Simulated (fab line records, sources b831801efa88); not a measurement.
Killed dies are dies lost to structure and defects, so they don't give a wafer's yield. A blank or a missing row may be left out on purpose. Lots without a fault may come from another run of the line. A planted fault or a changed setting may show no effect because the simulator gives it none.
Which tool did it? | flow sky130 | 11 lots, 33 wafers sampled, at 6 steps of a route of 708

WHAT THE GAUGES READ, wafer by wafer
SKY_NWELL_OVL_MEAS_10. Usual: NWELL_00_OVL 0.8 nm, standard deviation 1.4.
lot  | measured     | on         | NWELL_00_OVL (nm) | flag
L268 | day 5 00:01  | overlay-01 | -1.3 -0.3 -0.5    |
L269 | day 5 10:42  | overlay-01 | -0.2 -0.2 -0.7    |
L270 | day 5 18:27  | overlay-02 | 2.3 1.4 0.6       |
L273 | day 6 07:43  | overlay-02 | -1.0 -0.7 0.3     |
L274 | day 6 13:42  | overlay-01 | 2.2 1.9 3.9       |
L275 | day 6 18:00  | overlay-02 | 1.9 1.4 2.6       |
L276 | day 7 00:49  | overlay-01 | - - -             | OFF
L287 | day 10 00:49 | overlay-02 | 1.6 2.8 1.4       |
L286 | day 10 01:13 | overlay-01 | 1.4 -0.5 0.6      |
L288 | day 10 01:19 | overlay-01 | 1.1 -0.1 2.6      |
L289 | day 10 07:13 | overlay-01 | 0.8 0.2 0.5       |

SKY_NWELL_TW_MEAS_15. Usual: NWELL_TW 1817, standard deviation 20.
lot  | measured     | on            | NWELL_TW       | flag
L268 | day 5 00:36  | film_metro-02 | 1817 1815 1812 |
L269 | day 5 11:17  | film_metro-03 | 1843 1847 1848 |
L270 | day 5 19:02  | film_metro-04 | 1796 1797 1794 |
L273 | day 6 08:18  | film_metro-03 | 1847 1834 1841 |
L274 | day 6 14:17  | film_metro-02 | 1828 1816 1824 |
L275 | day 6 18:35  | film_metro-04 | 1796 1787 1788 |
L276 | day 7 01:24  | film_metro-02 | 30 30 30       | OFF
L287 | day 10 01:24 | film_metro-02 | 1826 1818 1814 |
L286 | day 10 01:48 | film_metro-04 | 1801 1792 1799 |
L288 | day 10 01:54 | film_metro-03 | 1840 1836 1840 |
L289 | day 10 07:49 | film_metro-02 | 1816 1824 1815 |

SKY_NWELL_TW_MEAS_26. Usual: NWELL_2_TW 496, standard deviation 5.7.
lot  | measured     | on            | NWELL_2_TW     | flag
L268 | day 5 19:12  | film_metro-02 | 493 493 493    |
L269 | day 6 09:35  | film_metro-04 | 487 489 487    |
L270 | day 6 13:36  | film_metro-03 | 502 504 504    |
L273 | day 7 03:40  | film_metro-03 | 500 499 498    |
L274 | day 7 10:45  | film_metro-03 | 499 502 503    |
L275 | day 7 13:56  | film_metro-03 | 504 501 503    |
L276 | day 7 21:25  | film_metro-02 | 1815 1811 1827 | OFF
L287 | day 10 23:13 | film_metro-04 | 488 490 489    |
L286 | day 11 00:23 | film_metro-02 | 500 500 499    |
L288 | day 11 00:36 | film_metro-04 | 490 488 490    |
L289 | day 11 05:31 | film_metro-04 | 488 489 491    |

SKY_VT_ADJUST_PCH_TW_MEAS_10. Usual: VT_ADJUST_PCH_TW 142.5, standard deviation 1.3.
lot  | measured     | on            | VT_ADJUST_PCH_TW  | flag
L268 | day 10 20:35 | film_metro-01 | 140.8 141.2 139.9 |
L269 | day 11 15:25 | film_metro-03 | 144.3 144.3 144.1 |
L270 | day 11 20:23 | film_metro-02 | 143.0 142.4 143.0 |
L273 | day 12 13:18 | film_metro-03 | 144.6 144.6 143.6 |
L274 | day 12 23:58 | film_metro-02 | 143.0 143.7 143.0 |
L275 | day 13 04:13 | film_metro-02 | 142.3 142.8 142.9 |
L276 | day 13 15:16 | film_metro-02 | 142.4 143.0 142.2 |
L287 | day 17 10:55 | film_metro-01 | 141.7 141.0 140.9 |
L286 | day 17 13:30 | film_metro-03 | 143.7 144.2 144.0 |
L288 | day 17 15:22 | film_metro-01 | 141.0 142.2 141.3 |
L289 | day 17 19:34 | film_metro-03 | 143.3 143.1 144.4 |

WHICH TOOL RAN EACH LOT (tool, then ch and the chambers of the sampled wafers, then the start)
lot  | SKY_NWELL_EXPOSE_07                | SKY_NWELL_STRIP_14
L268 | iline_stepper-01 ch 0, day 4 15:58 | plasma_asher-04 ch 0,1, day 5 00:30
L269 | iline_stepper-02 ch 0, day 5 01:55 | plasma_asher-02 ch 0,1, day 5 11:11
L270 | iline_stepper-02 ch 0, day 5 09:11 | plasma_asher-02 ch 0,1, day 5 18:56
L273 | iline_stepper-02 ch 0, day 5 23:33 | plasma_asher-04 ch 0,1, day 6 08:11
L274 | iline_stepper-02 ch 0, day 6 05:17 | plasma_asher-04 ch 0,1, day 6 14:11
L275 | iline_stepper-01 ch 0, day 6 08:32 | plasma_asher-04 ch 0,1, day 6 18:29
L276 | iline_stepper-02 ch 0, day 6 14:56 | plasma_asher-04 ch 0,1, day 7 01:17
L287 | iline_stepper-01 ch 0, day 9 14:26 | plasma_asher-02 ch 0,1, day 10 01:17
L286 | iline_stepper-01 ch 0, day 9 14:40 | plasma_asher-04 ch 0,1, day 10 01:42
L288 | iline_stepper-01 ch 0, day 9 15:04 | plasma_asher-02 ch 0,1, day 10 01:48
L289 | iline_stepper-02 ch 0, day 9 21:08 | plasma_asher-02 ch 1, day 10 07:42
- SKY_NWELL_EXPOSE_07: exposes mask NWM, target cd 840 nm.
- SKY_NWELL_STRIP_14: strips in O2/N2.

WHAT THE TOOLS THEMSELVES READ (means of the sampled wafers that have a number; where no wafer has one, the mark that the record gives instead)
SKY_NWELL_STRIP_14. Usual: drypump_motor_current_A 5.8 A, standard deviation 0.47; oes_product_au 0.722 a.u., standard deviation 0.0043; strip_time_to_endpoint_s 37.01 s, standard deviation 0.091.
lot  | tool            | drypump_motor_current_A (A) | oes_product_au (a.u.) | strip_time_to_endpoint_s (s) | flag
L268 | plasma_asher-04 | 6.2                         | 0.718                 | 37.26                        |
L269 | plasma_asher-02 | 5.7                         | 0.723                 | 37.02                        |
L270 | plasma_asher-02 | 5.7                         | 0.726                 | 36.97                        |
L273 | plasma_asher-04 | 5.8                         | 0.721                 | 37.08                        |
L274 | plasma_asher-04 | 5.8                         | 0.725                 | 37.04                        |
L275 | plasma_asher-04 | 5.8                         | 0.721                 | 36.94                        |
L276 | plasma_asher-04 | 5.8                         | 0.725                 | 37.03                        |
L287 | plasma_asher-02 | 5.7                         | 0.721                 | 37.04                        |
L286 | plasma_asher-04 | 5.8                         | 0.723                 | 36.91                        |
L288 | plasma_asher-02 | 5.7                         | 0.725                 | 37.04                        |
L289 | plasma_asher-02 | 5.8                         | 0.720                 | 37.05                        |

THE ANSWER, worked out from the rows above alone
Rule: a lot is off if the mean of its wafers that have a number lies more than 3 standard deviations from the usual mean. A lot without any number at a reading at which 4 lots or more have one is off too. The other lots that the step has rows for count as sound. The gauges are gone through in route order, then the tools' own readings, and for those a lot's mean is taken as printed above. The first step at which some lot is off is used, and at that step the reading that is off furthest; a lot without a number counts as furthest.
Off: L276, at SKY_NWELL_OVL_MEAS_10 (NWELL_00_OVL). Without a number there: L276.
A tool fits if, at a process step before that reading, it ran every lot that is off, and no sound lot after the first of them. The gauges at SKY_NWELL_OVL_MEAS_10 aren't tried: what is off there is off at SKY_NWELL_TW_MEAS_15 too, on other tools, and a gauge's error can't cause that. None of those tried fits.

WHAT THE SIMULATOR HAD PUT IN
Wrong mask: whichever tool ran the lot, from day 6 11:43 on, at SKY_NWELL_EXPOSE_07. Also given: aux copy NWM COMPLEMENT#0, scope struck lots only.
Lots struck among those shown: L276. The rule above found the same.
